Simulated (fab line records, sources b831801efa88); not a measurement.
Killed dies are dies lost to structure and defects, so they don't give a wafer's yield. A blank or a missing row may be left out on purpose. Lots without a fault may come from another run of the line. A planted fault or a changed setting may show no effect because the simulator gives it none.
A struck lot beside a sound one | flow sfq_line | 19 steps out of a route of 325
Sound: wafers L382.2, L382.3, L382.6. Struck: wafer L385.1. (L385.2, L385.3 of the same lot were not struck and are left out.) The cause comes at the end.
At each step with rows: each side's tool, then ch and its chambers, then its first start. Under that, the readings that differ: sound wafers | struck wafers | difference of the means | sigmas: that difference in standard deviations of wafers without a fault.
alike: readings whose means differ by less than 2 such deviations, and words and numbers that are the same on both sides. not compared: withheld readings, readings that some wafer has no value for, bounds like >300 that may hide the same value, and numbers for which the record gives no deviation and whose values overlap.
The two part at a step that has a row with sigmas, a row that says differs or no value, or rows on one side only. Numbers that don't overlap but have no deviation are shown without sigmas and don't part them. A reading that every wafer of one side lacks parts them only if that side has two wafers or more.

SFQ_M7_OVL_MEAS_945:
  sound on overlay-02, day 76 07:09; struck on overlay-02, day 76 20:37
  alike: M7_OVL
SFQ_TRILAYER_M7_BARC_OPEN_METAL_ETCH_229: etches BARC in O2, target depth 125 nm, time 41.7 s.
  sound on rie_metal-01 ch 0,1, day 76 07:11; struck on rie_metal-01 ch 0, day 76 20:39
  alike: drypump_motor_current_A, oes_product_au
  not compared: rf_hours_counter_h
then, 3 steps without rows for these wafers: SFQ_TRILAYER_M7_ETCH_METAL_ETCH_180 (etches Nb in Cl2/Ar, stops on SiO2, target depth 240 nm, time 120 s); SFQ_TRILAYER_M7_STRIP_STRIP_181 (strips in O2); SFQ_TRILAYER_M7_STRIP_SOLV_CLEAN_182 (cleans in NMP, time 600 s).
SFQ_TRILAYER_I7_DEP_PECVD_183: deposits SiO2 from SiH4/N2O, time 111.11 s, target thk 500 nm.
  sound on pecvd-02 ch 1,2, day 76 08:19; struck on pecvd-01 ch 2, day 76 21:47
  alike: heater_power_w, showerhead_vpp_V, throttle_valve_pct
  not compared: since_wet_clean_h
SFQ_TRILAYER_I7_CMP_CMP_184: polishes SiO2.
  sound on cmp-01 ch 0,1,2, day 76 15:31; struck on cmp-02 ch 2, day 77 13:18
  alike: edge_zone_pressure_frac, motor_current_A, platen_rpm, time_to_endpoint_s
SFQ_I7_BOW_MEAS_946:
  sound on film_metro-03, day 76 18:02; struck on film_metro-02, day 77 15:18
  alike: I7_BOW
SFQ_TRILAYER_I7_METRO_MEASURE_185:
  sound on film_metro-03, day 76 18:20; struck on film_metro-02, day 77 15:25
  reading     | sound             | struck | difference | sigmas
  thk_nm (nm) | 200.5 198.7 199.4 | 201.8  | +2.3       | +2
then, 3 steps without rows for these wafers: SFQ_TRILAYER_I7_VIA_LITHO_COAT_192 (resist thk 62 nm); SFQ_TRILAYER_I7_VIA_LITHO_COAT_187 (resist thk 650 nm); SFQ_TRILAYER_I7_VIA_LITHO_SOFTBAKE_191.
-- the record jumps here: 4 days lie between the struck wafers' starts before and after --
SFQ_TRILAYER_I7_VIA_LITHO_EXPOSE_188: exposes mask I7, target cd 1000 nm.
  sound on krf_scanner-01 ch 0, day 80 12:04; struck on krf_scanner-01 ch 0, day 81 16:55
  alike: mask
then, 2 steps without rows for these wafers: SFQ_TRILAYER_I7_VIA_LITHO_PEB_190 (peb time 60 s); SFQ_TRILAYER_I7_VIA_LITHO_DEVELOP_189 (time 60 s).
SFQ_I7_OVL_MEAS_947:
  sound on overlay-02, day 80 13:22; struck on overlay-02, day 81 18:25
  alike: I7_OVL
SFQ_TRILAYER_I7_VIA_BARC_OPEN_VIA_ETCH_260: etches BARC in O2, target depth 125 nm, time 41.7 s.
  sound on rie_diel-03 ch 0,1,3, day 80 13:24; struck on rie_diel-03 ch 1, day 81 18:27
  reading             | sound          | struck | difference | sigmas
  model.I7.cd_nm (nm) | 1001 1001 1001 | 1012   | +11        |
  alike: drypump_motor_current_A, oes_product_au
  not compared: rf_hours_counter_h
SFQ_TRILAYER_I7_VIA_ETCH_VIA_ETCH_190: etches SiO2 in CHF3, stops on Nb, target depth 260 nm.
  sound on rie_diel-03 ch 0,1,3, day 80 13:26; struck on rie_diel-03 ch 1, day 81 18:29
  reading             | sound          | struck | difference | sigmas
  model.I7.cd_nm (nm) | 1003 1002 1000 | 1014   | +12        |
  alike: drypump_motor_current_A, oes_product_au
SFQ_TRILAYER_I7_VIA_STRIP_STRIP_191: strips in O2.
  sound on rie_metal-01 ch 0,1, day 80 13:34; struck on rie_metal-01 ch 1, day 81 18:37
  alike: drypump_motor_current_A, oes_product_au
  not compared: rf_hours_counter_h

WHERE THEY PART
Only at SFQ_TRILAYER_I7_METRO_MEASURE_185, within this record. Later steps at which nothing parts them and some readings are alike: SFQ_TRILAYER_I7_VIA_LITHO_EXPOSE_188, SFQ_I7_OVL_MEAS_947, SFQ_TRILAYER_I7_VIA_BARC_OPEN_VIA_ETCH_260, SFQ_TRILAYER_I7_VIA_ETCH_VIA_ETCH_190, SFQ_TRILAYER_I7_VIA_STRIP_STRIP_191.

WHY: what the simulator had put in
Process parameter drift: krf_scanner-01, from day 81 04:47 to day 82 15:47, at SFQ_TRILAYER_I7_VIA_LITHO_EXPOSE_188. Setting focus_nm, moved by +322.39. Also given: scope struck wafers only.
